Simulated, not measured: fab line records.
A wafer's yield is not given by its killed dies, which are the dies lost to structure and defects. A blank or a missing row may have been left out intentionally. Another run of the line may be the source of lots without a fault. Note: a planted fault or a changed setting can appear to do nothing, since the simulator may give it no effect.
Chamber matching -- flow sky130 -- 4 sister chambers for SKY_POLY_GATE_ETCH_17 on rie_si-02
The step etches poly-Si in HBr/Cl2, stops on SiO2, target depth 180 nm, time 70.5 s. 15 wafers are shown with their chamber, then 7 later ones without.

## EACH WAFER AND ITS CHAMBER
wafer,chamber,drypump_motor_current_A (A),oes_product_au (a.u.),bias_w (W)
L627.1,2,5.8,0.979,100.01
L627.2,0,6.2,0.966,99.98
L627.3,3,6.0,0.975,100.39
L628.1,3,5.9,0.983,99.77
L628.3,0,6.2,0.976,99.99
L628.6,3,5.9,0.971,99.46
L630.2,0,6.1,0.978,99.87
L630.5,3,5.9,0.971,99.87
L630.6,2,5.8,0.978,100.20
L635.4,0,6.2,0.968,100.03
L635.5,0,6.2,0.968,100.14
L636.1,3,6.0,0.975,99.69
L636.2,0,6.2,0.983,100.59
L646.1,1,5.4,0.977,99.95
L646.3,3,5.9,0.971,99.91

SIGNATURES (means of the wafers above)
reading,chamber 0,chamber 1,chamber 2,chamber 3,scatter within a chamber
drypump_motor_current_A,6.183,5.400,5.800,5.933,0.0444
oes_product_au,0.97317,0.97700,0.97850,0.97433,0.00558
bias_w,100.1000,99.9500,100.1050,99.8483,0.274
Rule: a wafer lies at a distance from a chamber equal to the root of the sum of squares, over the readings, of (its reading less the chamber's mean, divided by the reading's scatter). The wafer belongs to the nearest chamber; if the next one is less than 2 further off, it can't be placed. The scatter: the root of (the sum of the squares of (reading less its chamber's mean) over the shown wafers, divided by (wafers less chambers)).

## WAFERS MISSING THEIR CHAMBER
wafer,drypump_motor_current_A (A),oes_product_au (a.u.),bias_w (W)
L646.5,5.9,0.989,99.71
L644.1,5.9,0.965,99.82
L644.4,5.8,0.988,100.20
L644.5,5.4,0.977,99.74
L647.2,5.9,0.969,100.10
L647.3,5.4,0.962,99.66
L647.5,5.4,0.977,100.03

## CHAMBER TAKEN BY EACH
wafer,from the rows above,in truth
L646.5,can't be placed: 3 or 2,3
L644.1,can't be placed: 3 or 2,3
L644.4,2,2
L644.5,1,1
L647.2,can't be placed: 3 or 2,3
L647.3,1,1
L647.5,1,1
4 of 7 placed correctly. Unplaceable from these rows: 3, with the true chamber sitting among the candidates in 3. Number placed wrongly: 0.
